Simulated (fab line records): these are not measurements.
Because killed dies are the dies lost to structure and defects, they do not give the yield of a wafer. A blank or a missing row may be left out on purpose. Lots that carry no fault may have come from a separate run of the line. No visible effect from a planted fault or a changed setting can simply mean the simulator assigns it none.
Comparing a struck lot with a sound one | flow sky130 | 43 out of 708 route steps
Sound: these wafers, L888.2, L888.3, L888.5. Struck: wafer L898.5 (left out: L898.1, L898.4 of the same lot, which were not struck); the cause appears at the end.
For every step that has rows: the tool of each side, followed by ch and its chambers, followed by its first start. Under that, the readings that differ: sound wafers | struck wafers | difference of the means | sigmas: that difference in standard deviations of wafers without a fault.
alike: same words and numbers on both sides, and readings whose means sit less than 2 such deviations apart. not compared: any withheld reading, any reading some wafer has no value for, any bound like >300 that may hide the same value, and any number with overlapping values for which the record gives no deviation.
The two part at a step that has a row with sigmas, a row that says differs or no value, or rows on one side only. Numbers that have no deviation but don't overlap get no sigmas and don't part them. Lack of a reading on every wafer of one side parts them only where that side has two or more wafers.

first, 1 step without rows for these wafers: SKY_FIELD_ISO_DEVELOP_12 (develop time 60 s).
SKY_FIELD_ISO_CD_MEAS_13 targets a cd of 150 nm.
  sound on cd sem-01, day 2 19:48; struck on cd sem-02, day 4 23:50
  alike: cd nm
SKY_FIELD_ISO_ETCH_14: etches BARC in N2/H2, stops on SiO2, time 45.9 s, target depth 60 nm.
  sound on rie diel-03 ch 0,1, day 2 19:54; struck on rie diel-03 ch 1, day 4 23:58
  alike: drypump motor current A, oes product au, throttle valve pct
  not compared: rf hours counter h
SKY_FIELD_ISO_ETCH_15: etches the open film in CHF3/O2, stops on Si, target depth 180 nm, time 72 s.
  sound on rie diel-03 ch 0,1, day 2 19:56; struck on rie diel-03 ch 1, day 5 00:02
  alike: drypump motor current A, oes product au, throttle valve pct
  not compared: rf hours counter h
then, 1 step without rows for these wafers: SKY_FIELD_ISO_STRIP_16 (strips in O2/N2).
SKY_FIELD_ISO_ETCH_17: etches Si in HBr/Cl2/O2, target depth 342 nm, time 97.7 s.
  sound on rie si-01 ch 0,1,2, day 2 20:06; struck on rie si-02 ch 0, day 5 00:13
  alike: drypump motor current A, oes product au, throttle valve pct
  not compared: rf hours counter h
then, 5 steps without rows for these wafers: SKY_FIELD_ISO_WET_ETCH_18 (etches Si3N4 in H3PO4, target depth 25 nm, time 286 s); SKY_FIELD_ISO_CLEAN_19 (cleans in SC1/SC2, time 150 s); SKY_FIELD_ISO_CLEAN_20 (cleans in dHF, time 20 s); SKY_FIELD_ISO_WET_ETCH_21 (etches SiO2 in dHF, target depth 20 nm, time 400 s); SKY_FIELD_ISO_OXIDATION_22 (stabilise 600 s, purge 300 s, target thk 10 nm).
SKY_FIELD_ISO_THK_MEAS_23:
  sound on film metro-01, day 2 22:40; struck on film metro-01, day 5 02:16
  alike: FIELD_ISO_OXIDATION_01_THK
SKY_FIELD_ISO_CVD_24: deposits SiO2, target thk 595 nm, time 99.2 s.
  sound on hdpcvd-01 ch 0,1, day 2 22:43; struck on hdpcvd-01 ch 0,1,2, day 5 02:19
SKY_FIELD_ISO_THK_MEAS_25:
  sound on film metro-02, day 2 22:48; struck on film metro-02, day 5 02:23
  alike: FIELD_ISO_CVD_24_THK
then, 7 steps without rows for these wafers: SKY_FIELD_ISO_ANNEAL_26 (time 1800 s); SKY_FIELD_ISO_CMP_27 (polishes, stops on Si3N4, t overpolish 16 s, target thk 457.8 nm); SKY_FIELD_ISO_WET_ETCH_28 (etches SiO2 in dHF, target depth 23.7 nm, time 47 s); SKY_FIELD_ISO_WET_ETCH_29 (etches Si3N4 in H3PO4, target depth 160 nm, time 1825 s); SKY_FIELD_ISO_WET_ETCH_30 (etches SiO2 in dHF, target depth 25 nm, time 50 s); SKY_NWELL_CLEAN_00 (cleans in SC1/SC2, time 150 s); SKY_NWELL_OXIDATION_01 (stabilise 600 s, purge 300 s, target thk 10 nm).
SKY_NWELL_THK_MEAS_02:
  sound on film metro-04, day 3 03:40; struck on film metro-02, day 5 06:30
  alike: NWELL_OXIDATION_THK
then, 8 steps without rows for these wafers: SKY_DNWELL_DEHYDRATE_00 (time 60 s); SKY_DNWELL_HMDS_01 (prime time 60 s); SKY_DNWELL_COAT_02 (resist thk 3000 nm); SKY_DNWELL_SOFTBAKE_03; SKY_DNWELL_EXPOSE_04 (exposes mask DNM, target cd 3000 nm); SKY_DNWELL_PEB_05; SKY_DNWELL_DEVELOP_06 (develop time 60 s); SKY_DNWELL_IMPLANT_07.
SKY_DNWELL_STRIP_08: strips in O2/N2.
  sound on plasma asher-01 ch 0,1, day 3 19:17; struck on plasma asher-01 ch 0, day 6 01:00
  reading               | sound             | struck | difference | sigmas
  oes product au (a.u.) | 0.724 0.724 0.724 | 0.713  | -0.011     | -2
  alike: drypump motor current A, strip time to endpoint s
  not compared: rf hours counter h
SKY_DNWELL_TW_MEAS_09:
  sound on film metro-02, day 3 19:24; struck on film metro-04, day 6 01:06
  alike: DNWELL_TW
then, 7 steps without rows for these wafers: SKY_PWDE_DEHYDRATE_00 (time 60 s); SKY_PWDE_HMDS_01 (prime time 60 s); SKY_PWDE_COAT_02 (resist thk 3000 nm); SKY_PWDE_SOFTBAKE_03; SKY_PWDE_EXPOSE_04 (exposes mask PWDEM, target cd 840 nm); SKY_PWDE_PEB_05; SKY_PWDE_DEVELOP_06 (develop time 60 s).
SKY_PWDE_OVL_MEAS_07:
  sound on overlay-02, day 4 12:06; struck on overlay-02, day 6 19:50
  alike: PWDE_OVL
following that, these wafers have no rows for 1 step: SKY_PWDE_IMPLANT_08.
SKY_PWDE_STRIP_09: strips in O2/N2.
  sound on plasma asher-04 ch 0, day 4 12:17; struck on plasma asher-03 ch 0, day 6 20:02
  reading                      | sound             | struck | difference | sigmas
  strip time to endpoint s (s) | 37.01 37.05 37.12 | 36.86  | -0.20      | -2
  alike: drypump motor current A, oes product au
  not compared: rf hours counter h
-- the record jumps here: 42 days lie between the struck wafers' starts before and after (it left off in module PWDE and takes up again in module PAD_OPEN, whose first step shown is number 708 of the route) --
SKY_PAD_OPEN_PROBE_99:
  sound on prober-01, day 46 12:58; struck on prober-01, day 48 21:58
  reading             | sound    | struck | difference | sigmas
  killed_at_M4_up     | 2 1 2    | 6      | +4         | +2
  killed at contacts  | 24 31 22 | 11     | -15        | -3
  killed at front end | 17 9 17  | 78     | +64        | +14
  killed dies         | 96 78 87 | 137    | +50        | +5
  killed short        | 53 40 42 | 32     | -13        | -2
  alike: killed_at_M0_to_M3, killed at other, killed open

## WHERE THEY PART
At SKY_DNWELL_STRIP_08 first; at SKY_PAD_OPEN_PROBE_99 last (within this record only).

WHY: what the simulator had put in
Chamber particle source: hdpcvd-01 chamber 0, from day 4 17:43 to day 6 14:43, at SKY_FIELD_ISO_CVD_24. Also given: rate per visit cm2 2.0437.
